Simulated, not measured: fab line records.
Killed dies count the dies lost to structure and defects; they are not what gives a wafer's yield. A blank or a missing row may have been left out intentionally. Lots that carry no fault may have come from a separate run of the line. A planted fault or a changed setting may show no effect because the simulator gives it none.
The same fault as seen by 2 desks -- flow sfq-line -- what lay behind the numbers comes last; until then each desk has only its own

METROLOGY DESK
Means of the sampled wafers that have a number, per lot and without regard to the tool the lot ran on: this is what the gauges read. The brackets show how far a lot's mean lies from the usual mean; more than 4 standard deviations puts the lot out of limits, marked OUT.
Columns: A = I0_OVL at SFQ_I0_OVL_MEAS_908, usual 0 nm; B = M1_NB_RS at SFQ_M1_RS_MEAS_909, usual 0.893 ohm/sq; C = M1_OVL at SFQ_M1_OVL_MEAS_911, usual 2 nm; D = I1_BOW at SFQ_I1_BOW_MEAS_912, usual 1 um; E = I1_OVL at SFQ_I1_OVL_MEAS_913, usual 1 nm; F = M8_BOW at SFQ_M8_BOW_MEAS_951, usual 8 um
lot,first seen here,A,B,C,D,E,F
L412,day 21 01:58,2,0.920,9,13,-4,11
L418,day 24 08:02,-5,0.900,-6,-3,3,0
L423,day 25 14:43,-2,0.913,0,-6,-4,6
L425,day 26 20:43,6,0.887,-3,4,-8,15
L426,day 27 02:43,-11,0.888,0,3,2,11
This desk's finding: nothing out of limits on any of the 5 lots.

AT THE TOOL OWNER'S DESK: pvd-sputter-04
The tool's own readings at SFQ_TRILAYER_M1_DEP_SPUTTER_037 (material Nb, target thk 200 nm, time 133.3 s): means of the sampled wafers that have a number, for each lot that ran on this tool. The brackets show how far a lot's mean lies from the usual mean; more than 4 standard deviations puts the lot out of limits, marked OUT.
Columns: A = throttle-valve-pct at SFQ_TRILAYER_M1_DEP_SPUTTER_037, usual 30.3 %
lot,first seen here,A
L412,day 21 03:08,29.7
L418,day 24 09:37,29.9
This desk's finding: nothing out of limits on any of the 2 lots.

TAKEN TOGETHER
The metrology desk saw nothing out of limits.
Nothing out of limits was seen by the tool owner's desk.

WHAT HAD BEEN PUT IN BY THE SIMULATOR
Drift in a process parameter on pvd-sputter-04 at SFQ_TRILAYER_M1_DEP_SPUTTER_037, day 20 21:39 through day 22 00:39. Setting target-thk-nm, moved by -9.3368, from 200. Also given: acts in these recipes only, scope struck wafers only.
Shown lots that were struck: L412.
